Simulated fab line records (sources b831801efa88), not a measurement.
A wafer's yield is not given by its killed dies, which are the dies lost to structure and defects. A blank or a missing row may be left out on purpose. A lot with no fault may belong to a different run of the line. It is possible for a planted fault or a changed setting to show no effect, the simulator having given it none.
fab line records	flow sky130
[record] lots = 7	wafers = 21	lastDay = 50
route steps=708 shown METAL5@664 PAD_OPEN@708
lots untouched by any fault: they come from a run of this same line in which no faults occurred
startH: hours from the record's opening day to when the first of the lot's shown wafers began	waitH: hours from the lot's prior step to this one	" repeats the value in the row above	L1.1+2: one row covering several wafers at once	- no value present, or no start provided	* or withheld: withheld	< > ~ a bound
route shown NAME@n: names a module that has steps shown in the file, with the first one's number in the route	usual: mean/standard deviation of fault-free wafers	same: alike in all rows	chamber/n: place in a boat	sites: the reading at each site	_std_site: the standard deviation of these	_edge_site: the outer-site mean with the inner-site mean subtracted	radiusMm: how far each site lies from the wafer's centre	mask NAME#n: copy n	behind: the most recent tool/chamber to have shaped the wafer	hold: cause of the lot's hold/its duration in hours/its outcome	device: whichever transistor did not switch (one of n, p or np)	end of line: the tests these same wafers got at the end of their route	step lacking rows: just its recipe	killed: the dies lost at the first sort to structure and to defects; this is not the yield of the wafer	map: the dies of a wafer, with x for killed, . for not killed, _ for no die there
set.NAME: the setting that was run; set.NAME@STEP: the one run at that earlier step	model.NAME: the simulator's own value behind a step, which no gauge read
certain route steps with their lots: each step a table, each wafer a row
services: when a tool's chamber went out of use (startH, in hours from the record's first day, below 0 if earlier), for how many hours, and the reason
[[steps]]
[step SKY_METAL5_SPUTTER_03]
[recipe] material = Ti	targetThkNm = 5	powerW = 3000	timeS = 3.3	chamberPressurePa = 0.4
[usual] throttleValvePct = 30.2/0.68
lot.wafer	tool	chamber	startH	waitH	throttleValvePct
L591.1	pvdSputter-02	-	1017.01	0.0	30.0
L591.3	"	-	"	"	29.8
L591.4	"	-	"	"	29.3
L597.3	pvdSputter-02	-	1077.94	0.0	29.6
L597.4	"	-	"	"	28.9
L597.6	"	-	"	"	29.6
L602.4	pvdSputter-03	-	1088.81	0.0	29.7
L602.5	"	-	"	"	30.1
L602.6	"	-	"	"	29.7
L603.3	pvdSputter-02	-	1096.59	0.0	29.4
L603.4	"	-	"	"	30.0
L603.5	"	-	"	"	29.9
L607.1	pvdSputter-03	-	1110.46	0.0	29.4
L607.4	"	-	"	"	29.8
L607.5	"	-	"	"	30.5
L609.1	pvdSputter-02	-	1122.39	0.0	29.9
L609.5	"	-	"	"	29.8
L609.6	"	-	"	"	30.1
L612.1	pvdSputter-03	-	1136.02	0.0	30.6
L612.3	"	-	"	"	29.6
L612.6	"	-	"	"	29.8
[step SKY_METAL5_SPUTTER_04]
[recipe] material = TiN	targetThkNm = 70	powerW = 6500	timeS = 58.3	chamberPressurePa = 0.4
[usual] throttleValvePct = 30.2/0.68
lot.wafer	tool	chamber	startH	waitH	throttleValvePct
L591.1	pvdSputter-02	-	1017.03	0.0	29.9
L591.3	"	-	"	"	30.0
L591.4	"	-	"	"	29.3
L597.3	pvdSputter-02	-	1077.96	0.0	29.6
L597.4	"	-	"	"	29.2
L597.6	"	-	"	"	29.6
L602.4	pvdSputter-03	-	1088.83	0.0	29.6
L602.5	"	-	"	"	30.1
L602.6	"	-	"	"	29.6
L603.3	pvdSputter-02	-	1096.61	0.0	29.3
L603.4	"	-	"	"	29.8
L603.5	"	-	"	"	29.8
L607.1	pvdSputter-03	-	1110.48	0.0	29.6
L607.4	"	-	"	"	29.7
L607.5	"	-	"	"	30.5
L609.1	pvdSputter-02	-	1122.41	0.0	30.1
L609.5	"	-	"	"	29.7
L609.6	"	-	"	"	29.8
L612.1	pvdSputter-03	-	1136.04	0.0	30.7
L612.3	"	-	"	"	29.7
L612.6	"	-	"	"	30.0
[step SKY_METAL5_RS_MEAS_05]
[recipe] thkMeasGauge = four-point-probe	reads = TiN_of_METAL5_SPUTTER_04+Ti_of_METAL5_SPUTTER_03+AlCu_of_METAL5_SPUTTER_02+TiN_of_METAL5_SPUTTER_01+Ti_of_METAL5_SPUTTER_00
[usual] METAL5_ALCU_RS = 0.0271/0.00035
lot.wafer	tool	chamber	startH	waitH	METAL5_ALCU_RS[ohm/sq]
L591.1	filmMetro-03	-	1017.08	0.0	0.0271
L591.3	"	-	"	"	0.0272
L591.4	"	-	"	"	0.0274
L597.3	filmMetro-03	-	1078.05	0.1	0.0268
L597.4	"	-	"	"	0.0267
L597.6	"	-	"	"	0.0268
L602.4	filmMetro-02	-	1088.93	0.1	0.0274
L602.5	"	-	"	"	0.0279
L602.6	"	-	"	"	0.0273
L603.3	filmMetro-02	-	1096.73	0.1	0.0269
L603.4	"	-	"	"	0.0267
L603.5	"	-	"	"	0.0269
L607.1	filmMetro-02	-	1110.53	0.0	0.0279
L607.4	"	-	"	"	0.0270
L607.5	"	-	"	"	0.0277
L609.1	filmMetro-02	-	1122.46	0.0	0.0271
L609.5	"	-	"	"	0.0271
L609.6	"	-	"	"	0.0273
L612.1	filmMetro-03	-	1136.09	0.0	0.0270
L612.3	"	-	"	"	0.0268
L612.6	"	-	"	"	0.0267
[step SKY_METAL5_THK_MEAS_06]
[recipe] thkMeasGauge = xrf	reads = AlCu_of_METAL5_SPUTTER_02
[usual] METAL5_ALCU_THK = 1151/15
lot.wafer	tool	chamber	startH	waitH	METAL5_ALCU_THK[nm]
L591.1	filmMetro-03	-	1017.20	0.1	1158
L591.3	"	-	"	"	1140
L591.4	"	-	"	"	1125
L597.3	filmMetro-03	-	1078.15	0.1	1151
L597.4	"	-	"	"	1153
L597.6	"	-	"	"	1138
L602.4	filmMetro-02	-	1089.02	0.1	1141
L602.5	"	-	"	"	1122
L602.6	"	-	"	"	1135
L603.3	filmMetro-02	-	1096.83	0.1	1156
L603.4	"	-	"	"	1171
L603.5	"	-	"	"	1169
L607.1	filmMetro-02	-	1110.65	0.1	1116
L607.4	"	-	"	"	1151
L607.5	"	-	"	"	1122
L609.1	filmMetro-02	-	1122.58	0.1	1150
L609.5	"	-	"	"	1151
L609.6	"	-	"	"	1138
L612.1	filmMetro-03	-	1136.21	0.1	1156
L612.3	"	-	"	"	1164
L612.6	"	-	"	"	1164
[step SKY_METAL5_DEHYDRATE_07]
[recipe] tempC = 200	timeS = 60
[step SKY_METAL5_HMDS_08]
[recipe] primeTimeS = 60	primeTempC = 120
[step SKY_METAL5_COAT_09]
[recipe] resist = NOVOLAK	spinRpm = 3000	resistThkNm = 1800
[step SKY_METAL5_SOFTBAKE_10]
[recipe] tempC = 90	timeS = 60	resist = NOVOLAK
[step SKY_METAL5_EXPOSE_11]
[recipe] maskId = MM5	na = 0.6	sourceShape = conventional	sigmaOuter = 0.6	polarization = unpolarized	targetCdNm = 1600	doseMj = 190
[step SKY_METAL5_PEB_12]
[recipe] tempC = withheld	timeS = *	resist = NOVOLAK
[step SKY_METAL5_DEVELOP_13]
[recipe] resist = NOVOLAK	developer = TMAH	developTimeS = 60	devTempC = 23
[step SKY_METAL5_DESCUM_14]
[recipe] chemistry = O2	sourcePowerW = 150	biasPowerW = 0	pressureMtorr = 10	tempC = 40	timeS = 11
[usual] drypumpMotorCurrentA = 5.89/0.28	oesProductAu = 1.004/0.011
lot.wafer	tool	chamber	startH	waitH	drypumpMotorCurrentA	oesProductAu	rfHoursCounterH
L591.1	rieMetal-04	1	1039.38	0.1	5.63	1.013	12
L591.3	"	0	"	"	5.80	1.020	-
L591.4	"	1	"	"	5.61	1.013	-
L597.3	rieMetal-03	1	1097.54	0.1	5.61	1.002	-
L597.4	"	0	"	"	5.99	1.006	-
L597.6	"	1	"	"	5.60	1.011	-
L602.4	rieMetal-03	0	1109.29	0.1	6.01	1.000	-
L602.5	"	0	"	"	5.99	1.004	-
L602.6	"	1	"	"	5.62	0.996	-
L603.3	rieMetal-03	0	1115.39	0.1	5.94	1.010	-
L603.4	"	1	"	"	5.62	0.998	-
L603.5	"	0	"	"	6.00	1.007	-
L607.1	rieMetal-03	1	1129.48	0.1	5.62	1.005	7
L607.4	"	1	"	"	5.61	1.001	-
L607.5	"	1	"	"	5.62	1.007	-
L609.1	rieMetal-02	1	1142.07	0.1	6.08	0.979	16
L609.5	"	1	"	"	6.10	0.987	-
L609.6	"	0	"	"	6.54	0.999	-
L612.1	rieMetal-04	0	1154.47	0.1	5.80	1.019	24
L612.3	"	0	"	"	5.81	1.015	-
L612.6	"	1	"	"	5.66	1.001	-
[step SKY_METAL5_METAL_ETCH_15]
[recipe] targetDepthA = 12600	stopOn = SiO2	overEtchFrac = 0.2	timeS = 252	chemistry = Cl2/BCl3	resistSidewallDeg = 86	pressureMtorr = 10	icpW = 900	biasW = 48.5	Cl2_flow_sccm = 60	bcl3FlowSccm = 30
[usual] drypumpMotorCurrentA = 5.88/0.27	oesProductAu = 0.894/0.0054	throttleValvePct = 22.263/0.009
lot.wafer	tool	chamber	startH	waitH	drypumpMotorCurrentA	oesProductAu	rfHoursCounterH	throttleValvePct	model.NOVOLAK_of_METAL5_COAT_09.thkNm	model.METAL5.featureDepthNm	model.etch.depthNm
L591.1	rieMetal-04	1	1039.41	0.0	5.65	0.897	12	22.274	1022	1261	1261
L591.3	"	0	"	"	5.77	0.890	-	22.260	1011	1254	1254
L591.4	"	1	"	"	5.63	0.892	-	22.270	1026	1267	1267
L597.3	rieMetal-03	1	1097.64	0.1	5.63	0.882	-	22.260	1031	1259	1259
L597.4	"	0	"	"	5.96	0.891	-	22.259	1041	1261	1261
L597.6	"	1	"	"	5.63	0.886	-	22.246	1034	1257	1257
L602.4	rieMetal-03	0	1109.39	0.1	6.01	0.897	-	22.270	1039	1266	1266
L602.5	"	0	"	"	5.96	0.893	-	22.256	1042	1248	1248
L602.6	"	1	"	"	5.61	0.816	-	22.259	1260	1062	1062
L603.3	rieMetal-03	0	1115.49	0.1	5.97	0.901	-	22.250	1038	1267	1267
L603.4	"	1	"	"	5.62	0.805	-	22.253	1269	1059	1059
L603.5	"	0	"	"	5.98	0.902	-	22.281	1035	1267	1267
L607.1	rieMetal-03	1	1129.52	0.0	5.62	0.820	7	22.268	1273	1065	1065
L607.4	"	1	"	"	5.61	0.824	-	22.248	1261	1072	1072
L607.5	"	1	"	"	5.62	0.821	-	22.268	1257	1075	1075
L609.1	rieMetal-02	1	1142.11	0.0	6.09	0.884	16	22.265	1070	1255	1255
L609.5	"	1	"	"	6.10	0.895	-	22.266	1070	1261	1261
L609.6	"	0	"	"	6.53	0.891	-	22.264	1046	1268	1268
L612.1	rieMetal-04	0	1154.50	0.0	5.81	0.890	24	22.270	1026	1257	1257
L612.3	"	0	"	"	5.79	0.885	-	22.283	1026	1257	1257
L612.6	"	1	"	"	5.61	0.893	-	22.284	1027	1256	1256
[step SKY_METAL5_STRIP_16]
[recipe] chemistry = O2/N2	powerW = 1400	pressureMtorr = 1500	platenTempC = withheld	o2FlowSccm = 3000	n2FlowSccm = 300	overashFraction = 0.5
[usual] drypumpMotorCurrentA = 5.7/0.5	oesProductAu = 0.710/0.0048	stripTimeToEndpointS = 13.07/0.17
lot.wafer	tool	chamber	startH	waitH	drypumpMotorCurrentA	oesProductAu	rfHoursCounterH	stripTimeToEndpointS
L591.1	plasmaAsher-03	0	1039.65	0.2	5.8	0.709	121	12.92
L591.3	"	1	"	"	5.3	0.712	-	12.79
L591.4	"	0	"	"	5.8	0.718	-	12.97
L597.3	plasmaAsher-01	1	1097.83	0.1	5.4	0.705	-	13.01
L597.4	"	0	"	"	6.1	0.713	-	13.14
L597.6	"	1	"	"	5.5	0.705	-	13.05
L602.4	plasmaAsher-04	0	1109.58	0.1	6.5	0.713	-	13.11
L602.5	"	0	"	"	6.5	0.706	-	13.16
L602.6	"	1	"	"	4.7	0.710	-	15.61
L603.3	plasmaAsher-03	1	1115.68	0.1	5.3	0.714	-	13.10
L603.4	"	0	"	"	5.8	0.706	-	15.72
L603.5	"	0	"	"	5.8	0.716	-	13.08
L607.1	plasmaAsher-04	0	1129.75	0.2	6.5	0.714	38	15.76
L607.4	"	1	"	"	4.7	0.712	-	15.62
L607.5	"	0	"	"	6.5	0.711	-	15.57
L609.1	plasmaAsher-01	0	1142.43	0.2	6.2	0.714	96	13.45
L609.5	"	0	"	"	6.2	0.709	-	13.46
L609.6	"	1	"	"	5.5	0.712	-	13.19
L612.1	plasmaAsher-03	1	1154.74	0.2	5.3	0.716	8	12.96
L612.3	"	1	"	"	5.3	0.706	-	12.97
L612.6	"	0	"	"	5.8	0.707	-	13.00
[step SKY_METAL5_STRIP_17]
[recipe] chemistry = postEtchResidueRemover	timeS = 1200	tempC = 72.5
[step SKY_PAD_OPEN_PROBE_99]
[usual] defectLimitedYield = 82.5/1.9	killed_at_M0_to_M3 = 43/6.4	killed_at_M4_up = 2.9/1.7	killedAtContacts = 24/5	killedAtFrontEnd = 15/4	killedAtOther = 0.4/0.62	killedDies = 86/9.3	killedOnRim = 17/3.5	killedOpen = 47/6.8	killedShort = 38/5.8	sort_bin_3_pad_short = 0.9/0.42	sort_bin_5_function = 10.3/1.5	sort_bin_6_memory = 6.3/1.1	sortNPass = 406/9.3	sortYieldPct = 82.5/1.9
[same] grossDies = 492	killedAtBackSide = 0	sort_bin_4_leakage[%] = 0	sort_bin_8_speed[%] = 0
lot.wafer	tool	chamber	startH	waitH	defectLimitedYield[%]	killed_at_M0_to_M3	killed_at_M4_up	killedAtContacts	killedAtFrontEnd	killedAtOther	killedDies	killedOnRim	killedOpen	killedShort	sort_bin_3_pad_short[%]	sort_bin_5_function[%]	sort_bin_6_memory[%]	sortNPass	sortYieldPct[%]
L591.1	prober-02	-	1085.80	0.1	83.5	37	4	21	19	0	81	18	42	39	0.8	8.7	6.9	411	83.5
L591.4	prober-02	-	1085.95	0.2	82.5	42	0	35	9	0	86	17	55	29	1.0	10.2	6.3	406	82.5
L597.3	prober-02	-	1140.45	0.2	83.7	44	2	21	12	1	80	17	41	38	0.8	8.5	6.9	412	83.7
L597.4	prober-02	-	1140.50	0.2	80.3	45	4	31	15	2	97	18	43	54	1.0	11.8	6.9	395	80.3
L597.6	prober-02	-	1140.60	0.2	85.2	38	3	15	17	0	73	16	40	32	1.2	7.7	5.9	419	85.2
L602.4	prober-02	-	1150.49	0.2	82.9	38	8	23	15	0	84	15	51	33	0.2	10.2	6.7	408	82.9
L602.5	prober-02	-	1150.54	0.2	83.1	42	1	18	21	1	83	13	49	34	0.8	10.0	6.1	409	83.1
L602.6	prober-02	-	1150.59	0.2	0	42	409	23	18	0	492	96	43	41	0.2	94.3	5.5	0	0
L603.3	prober-01	-	1155.91	0.2	81.1	48	1	29	15	0	93	21	58	35	0.8	12.6	5.5	399	81.1
L603.4	prober-01	-	1155.96	0.2	0	39	417	22	14	0	492	96	35	42	0.8	94.1	5.1	0	0
L603.5	prober-01	-	1156.01	0.2	80.3	47	4	30	16	0	97	17	53	42	0.6	12.4	6.7	395	80.3
L607.1	prober-02	-	1168.76	0.1	0	39	429	16	8	0	492	96	33	31	2.0	94.7	3.3	0	0
L607.4	prober-02	-	1168.91	0.2	0	41	411	23	16	1	492	96	45	41	2.0	91.3	6.7	0	0
L607.5	prober-02	-	1168.96	0.2	0	49	399	28	16	0	492	96	48	47	1.2	92.1	6.7	0	0
L609.1	prober-01	-	1180.40	0.1	85.6	32	6	22	11	0	71	13	37	34	1.2	7.9	5.3	421	85.6
L609.5	prober-01	-	1180.60	0.2	81.1	48	3	31	11	0	93	19	61	32	0.4	11.0	7.5	399	81.1
L609.6	prober-01	-	1180.65	0.2	82.5	47	0	18	21	0	86	11	41	44	1.0	11.0	5.5	406	82.5
L612.1	prober-02	-	1191.36	0.1	80.7	47	3	36	8	1	95	15	49	46	1.4	13.0	4.9	397	80.7
L612.3	prober-02	-	1191.46	0.2	83.7	41	2	18	19	0	80	10	47	33	1.2	9.6	5.5	412	83.7
L612.6	prober-02	-	1191.61	0.2	82.5	51	0	24	11	0	86	16	53	33	0.8	9.3	7.3	406	82.5
// killed by level:class
L591.1 CONTACT:geometricParticle:open=8 VIA2:geometricParticle:open=8 FIELD_ISO:geometricParticle:open=6 VIA1:geometricParticle:open=6 LOCAL_INTERCONNECT:geometricParticle:short=5 VIA3:geometricParticle:open=5 CONTACT:geometricParticle:short=4 METAL1:geometricParticle:short=4
L591.4 VIA1:geometricParticle:open=13 LI_CONTACT:geometricParticle:open=12 CONTACT:geometricParticle:open=11 CONTACT:geometricParticle:short=6 METAL1:geometricParticle:short=5 VIA2:geometricParticle:open=5 VIA3:geometricParticle:open=5 LI_CONTACT:geometricParticle:short=3
L597.3 VIA1:geometricParticle:open=9 CONTACT:geometricParticle:open=9 METAL1:geometricParticle:short=9 LI_CONTACT:geometricParticle:short=6 VIA1:geometricParticle:short=5 VIA2:geometricParticle:open=5 VIA3:geometricParticle:open=5 FIELD_ISO:geometricParticle:short=3
L597.4 CONTACT:geometricParticle:short=11 METAL2:geometricParticle:short=10 LI_CONTACT:geometricParticle:open=7 CONTACT:geometricParticle:open=7 VIA1:geometricParticle:open=7 VIA2:geometricParticle:open=6 VIA2:geometricParticle:short=6 FIELD_ISO:geometricParticle:short=5
L597.6 VIA2:geometricParticle:open=8 FIELD_ISO:geometricParticle:open=7 FIELD_ISO:geometricParticle:short=7 VIA3:geometricParticle:open=6 VIA1:geometricParticle:short=5 CONTACT:geometricParticle:open=5 CONTACT:geometricParticle:short=5 VIA1:geometricParticle:open=5
L602.4 CONTACT:geometricParticle:open=10 VIA1:geometricParticle:open=8 VIA3:geometricParticle:open=7 FIELD_ISO:geometricParticle:open=5 VIA2:geometricParticle:short=5 METAL2:geometricParticle:short=4 LI_CONTACT:geometricParticle:open=4 METAL1:geometricParticle:short=4
L602.5 CONTACT:geometricParticle:open=9 VIA3:geometricParticle:open=9 FIELD_ISO:geometricParticle:open=7 VIA1:geometricParticle:open=7 VIA2:geometricParticle:open=7 FIELD_ISO:geometricParticle:short=5 METAL3:geometricParticle:short=5 METAL2:geometricParticle:short=5
L602.6 METAL5:areaEtch=407 CONTACT:geometricParticle:open=9 VIA1:geometricParticle:open=9 METAL2:geometricParticle:short=7 FIELD_ISO:geometricParticle:short=6 VIA3:geometricParticle:open=6 VIA2:geometricParticle:open=6 METAL1:geometricParticle:short=5
L603.3 CONTACT:geometricParticle:open=14 VIA1:geometricParticle:open=10 VIA3:geometricParticle:open=10 VIA2:geometricParticle:open=7 CONTACT:geometricParticle:short=7 FIELD_ISO:geometricParticle:open=6 LI_CONTACT:geometricParticle:open=5 METAL1:geometricParticle:short=5
L603.4 METAL5:areaEtch=415 CONTACT:geometricParticle:open=12 VIA1:geometricParticle:short=8 VIA1:geometricParticle:open=7 METAL1:geometricParticle:short=5 LOCAL_INTERCONNECT:geometricParticle:short=5 METAL3:geometricParticle:short=5 VIA3:geometricParticle:open=5
L603.5 CONTACT:geometricParticle:open=14 VIA1:geometricParticle:open=10 VIA2:geometricParticle:open=9 LI_CONTACT:geometricParticle:open=7 CONTACT:geometricParticle:short=6 METAL3:geometricParticle:short=6 FIELD_ISO:geometricParticle:short=5 METAL1:geometricParticle:short=4
L607.1 METAL5:areaEtch=428 VIA2:geometricParticle:open=7 VIA1:geometricParticle:open=6 LI_CONTACT:geometricParticle:short=5 CONTACT:geometricParticle:open=5 METAL1:geometricParticle:short=5 LI_CONTACT:geometricParticle:open=4 VIA1:geometricParticle:short=4
L607.4 METAL5:areaEtch=406 VIA1:geometricParticle:open=9 LI_CONTACT:geometricParticle:open=7 VIA2:geometricParticle:open=7 CONTACT:geometricParticle:open=6 METAL2:geometricParticle:short=6 LOCAL_INTERCONNECT:geometricParticle:short=5 VIA2:geometricParticle:short=5
L607.5 METAL5:areaEtch=397 CONTACT:geometricParticle:open=10 METAL1:geometricParticle:short=10 VIA2:geometricParticle:open=9 VIA1:geometricParticle:open=8 FIELD_ISO:geometricParticle:open=7 VIA1:geometricParticle:short=7 LI_CONTACT:geometricParticle:open=6
L609.1 CONTACT:geometricParticle:open=9 VIA1:geometricParticle:open=8 VIA3:geometricParticle:open=7 LI_CONTACT:geometricParticle:open=6 POLY_GATE:geometricParticle:short=5 METAL3:geometricParticle:short=5 METAL4:geometricParticle:short=4 LOCAL_INTERCONNECT:geometricParticle:short=3
L609.5 CONTACT:geometricParticle:open=16 VIA1:geometricParticle:open=12 VIA2:geometricParticle:open=10 VIA3:geometricParticle:open=7 METAL2:geometricParticle:short=6 LOCAL_INTERCONNECT:geometricParticle:short=5 LI_CONTACT:geometricParticle:open=5 VIA1:geometricParticle:short=5
L609.6 VIA1:geometricParticle:open=10 FIELD_ISO:geometricParticle:open=7 METAL2:geometricParticle:short=7 FIELD_ISO:geometricParticle:short=6 CONTACT:geometricParticle:short=6 VIA3:geometricParticle:open=5 CONTACT:geometricParticle:open=5 METAL1:geometricParticle:short=5
L612.1 VIA1:geometricParticle:open=13 LOCAL_INTERCONNECT:geometricParticle:short=10 CONTACT:geometricParticle:short=10 CONTACT:geometricParticle:open=8 LI_CONTACT:geometricParticle:open=6 VIA2:geometricParticle:open=6 VIA3:geometricParticle:open=6 METAL1:geometricParticle:short=5
L612.3 VIA1:geometricParticle:open=10 CONTACT:geometricParticle:open=8 POLY_GATE:geometricParticle:open=6 LOCAL_INTERCONNECT:geometricParticle:short=6 VIA2:geometricParticle:open=5 VIA3:geometricParticle:open=5 METAL1:geometricParticle:short=5 FIELD_ISO:geometricParticle:open=4
L612.6 VIA1:geometricParticle:open=14 CONTACT:geometricParticle:open=11 VIA1:geometricParticle:short=8 LI_CONTACT:geometricParticle:open=8 VIA2:geometricParticle:open=7 METAL2:geometricParticle:short=5 METAL1:geometricParticle:short=5 VIA3:geometricParticle:open=5
// map L602.6 (x killed, . not)
__________xxxxxxxxxx_________
________xxxxxxxxxxxxxx_______
______xxxxxxxxxxxxxxxxxx_____
_____xxxxxxxxxxxxxxxxxxxx____
____xxxxxxxxxxxxxxxxxxxxxx___
___xxxxxxxxxxxxxxxxxxxxxxxx__
__xxxxxxxxxxxxxxxxxxxxxxxxxx_
_xxxxxxxxxxxxxxxxxxxxxxxxxxxx
_xxxxxxxxxxxxxxxxxxxxxxxxxxxx
_xxxxxxxxxxxxxxxxxxxxxxxxxxxx
_xxxxxxxxxxxxxxxxxxxxxxxxxxxx
_xxxxxxxxxxxxxxxxxxxxxxxxxxxx
_xxxxxxxxxxxxxxxxxxxxxxxxxxxx
_xxxxxxxxxxxxxxxxxxxxxxxxxxxx
_xxxxxxxxxxxxxxxxxxxxxxxxxxxx
__xxxxxxxxxxxxxxxxxxxxxxxxxx_
___xxxxxxxxxxxxxxxxxxxxxxxx__
____xxxxxxxxxxxxxxxxxxxxxx___
_____xxxxxxxxxxxxxxxxxxxx____
______xxxxxxxxxxxxxxxxxx_____
________xxxxxxxxxxxxxx_______
__________xxxxxxxxxx_________
// map L603.4 (x killed, . not)
__________xxxxxxxxxx_________
________xxxxxxxxxxxxxx_______
______xxxxxxxxxxxxxxxxxx_____
_____xxxxxxxxxxxxxxxxxxxx____
____xxxxxxxxxxxxxxxxxxxxxx___
___xxxxxxxxxxxxxxxxxxxxxxxx__
__xxxxxxxxxxxxxxxxxxxxxxxxxx_
_xxxxxxxxxxxxxxxxxxxxxxxxxxxx
_xxxxxxxxxxxxxxxxxxxxxxxxxxxx
_xxxxxxxxxxxxxxxxxxxxxxxxxxxx
_xxxxxxxxxxxxxxxxxxxxxxxxxxxx
_xxxxxxxxxxxxxxxxxxxxxxxxxxxx
_xxxxxxxxxxxxxxxxxxxxxxxxxxxx
_xxxxxxxxxxxxxxxxxxxxxxxxxxxx
_xxxxxxxxxxxxxxxxxxxxxxxxxxxx
__xxxxxxxxxxxxxxxxxxxxxxxxxx_
___xxxxxxxxxxxxxxxxxxxxxxxx__
____xxxxxxxxxxxxxxxxxxxxxx___
_____xxxxxxxxxxxxxxxxxxxx____
______xxxxxxxxxxxxxxxxxx_____
________xxxxxxxxxxxxxx_______
__________xxxxxxxxxx_________
[[services]]
tool	chamber	startH	hours	kind
rieMetal-03	0	1003.19	18.2	repair
rieMetal-03	1	1021.45	-	clean
rieMetal-03	1	1021.45	15.0	scheduledDown
rieMetal-03	1	1021.45	15.0	ventCycle
pvdSputter-03	-	1021.75	1.5	repair
pvdSputter-03	-	1028.50	13.4	repair
rieMetal-03	-	1045.46	4.3	pm
rieMetal-02	-	1045.51	2.8	pm
rieMetal-04	-	1048.26	15.6	pm
rieMetal-02	-	1051.73	2.5	repair
pvdSputter-03	2	1053.14	-	consumableReplace:kit
pvdSputter-03	2	1053.14	18.0	scheduledDown
pvdSputter-03	2	1053.14	18.0	ventCycle
plasmaAsher-03	-	1055.25	9.0	pm
plasmaAsher-03	0	1055.25	9.0	ventCycle
plasmaAsher-03	1	1055.25	9.0	ventCycle
pvdSputter-02	-	1067.34	2.3	repair
pvdSputter-02	1	1078.85	-	consumableReplace:kit
pvdSputter-02	1	1078.85	18.0	scheduledDown
pvdSputter-02	1	1078.85	18.0	ventCycle
pvdSputter-03	-	1092.90	6.0	repair
pvdSputter-02	-	1105.53	2.6	repair
plasmaAsher-03	-	1113.02	2.0	repair
pvdSputter-03	-	1142.76	3.8	repair
[[key]]
[firstSign] step = SKY_METAL5_METAL_ETCH_15	reading = oesProductAu	direction = down	sigmas = 14	usual = 0.894	struck = 0.817
[effect] step = SKY_METAL5_STRIP_16	reading = stripTimeToEndpointS	direction = up	sigmas = 15	usual = *	struck = *
[effect] step = SKY_PAD_OPEN_PROBE_99	reading = killed_at_M4_up	direction = up	sigmas = 99+	usual = 2.9	struck = 413
[modelEffect] step = SKY_METAL5_METAL_ETCH_15	value = NOVOLAK_of_METAL5_COAT_09.thkNm	without = 1036	struck = 1264
[moreKillsBornAt] SKY_METAL5_METAL_ETCH_15@rieMetal-03 = 2053
metAt SKY_METAL5_METAL_ETCH_15
struckWafers L602.6,L603.4,L607.1,L607.4,L607.5
laterRowsLeftOut L602.6,L603.4,L607.1,L607.4,L607.5
onsetBetween 1097.64 1109.39
[fault] kind = processParameterDrift	tool = rieMetal-03	chamber = 1	onsetH = 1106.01	steps = SKY_METAL5_METAL_ETCH_15	channel = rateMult	offset = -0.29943	shape = step	endH = 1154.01
// laterRowsLeftOut: the simulator's readings of these wafers behind a module that went badly wrong aren't trusted and aren't shown, but for the sort
